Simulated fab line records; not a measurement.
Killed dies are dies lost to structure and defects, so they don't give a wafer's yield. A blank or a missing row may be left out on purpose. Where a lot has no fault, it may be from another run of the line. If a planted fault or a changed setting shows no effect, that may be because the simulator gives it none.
The tool behind it: which one?    flow gf180mcu    21 wafers from 7 lots sampled at 3 of the route's 602 steps

## WHAT THE GAUGES SHOWED, per wafer
GF_V4_RS_MEAS_24: uses a four-point probe to measure.
lot   measured      on             V4_W_RS (ohm/sq)
L551  day 24 20:15  film-metro-02  0.321 0.326 0.325
L556  day 26 15:28  film-metro-03  0.322 0.322 0.327
L557  day 27 05:07  film-metro-03  0.332 0.322 0.332
L560  day 27 22:05  film-metro-03  0.320 0.322 0.326
L564  day 29 01:20  film-metro-01  0.327 0.315 0.324
L569  day 30 08:36  film-metro-03  0.313 0.314 0.313
L573  day 31 08:37  film-metro-01  0.319 0.321 0.317

## WHICH TOOL RAN EACH LOT (tool, then ch and the chambers of the sampled wafers, then the start)
lot   GF_HV_LDD_CVD_54             GF_V4_SPUTTER_21
L551  lpcvd-01 ch 0, day 12 18:40  pvd-sputter-02, day 24 20:01
L556  lpcvd-01 ch 1, day 14 11:34  pvd-sputter-01, day 26 15:15
L557  lpcvd-02 ch 0, day 15 02:34  pvd-sputter-03, day 27 04:54
L560  lpcvd-02 ch 1, day 15 20:47  pvd-sputter-01, day 27 21:48
L564  lpcvd-01 ch 1, day 17 02:37  pvd-sputter-03, day 29 01:07
L569  lpcvd-02 ch 1, day 18 18:07  pvd-sputter-01, day 30 08:23
L573  lpcvd-01 ch 1, day 20 01:08  pvd-sputter-03, day 31 08:22
- GF_HV_LDD_CVD_54: deposits SiO2 from TEOS, target thk 10 nm, time 75 s.
- GF_V4_SPUTTER_21: material Ti, target thk 15 nm, time 80.02 s.

## THE ANSWER, worked out from the rows above alone
Rule: the usual values come from the lots themselves. The widest of any qualifying gaps counts: lots, ordered by their means at a reading, are off when they make up no more than a third of the lots, leave a main group of 4 or more, and stand apart from it by 3 or more times the standard deviation of that group's means. If all means in a main group match to the digits the tables above print for the reading, that group is not used. Also off: a lot with no number at a reading for which 4 or more lots have one. The other lots that the step has rows for count as sound.
None of the lots is off at any reading shown; this tells nothing.

## WHAT THE SIMULATOR HAD INSERTED
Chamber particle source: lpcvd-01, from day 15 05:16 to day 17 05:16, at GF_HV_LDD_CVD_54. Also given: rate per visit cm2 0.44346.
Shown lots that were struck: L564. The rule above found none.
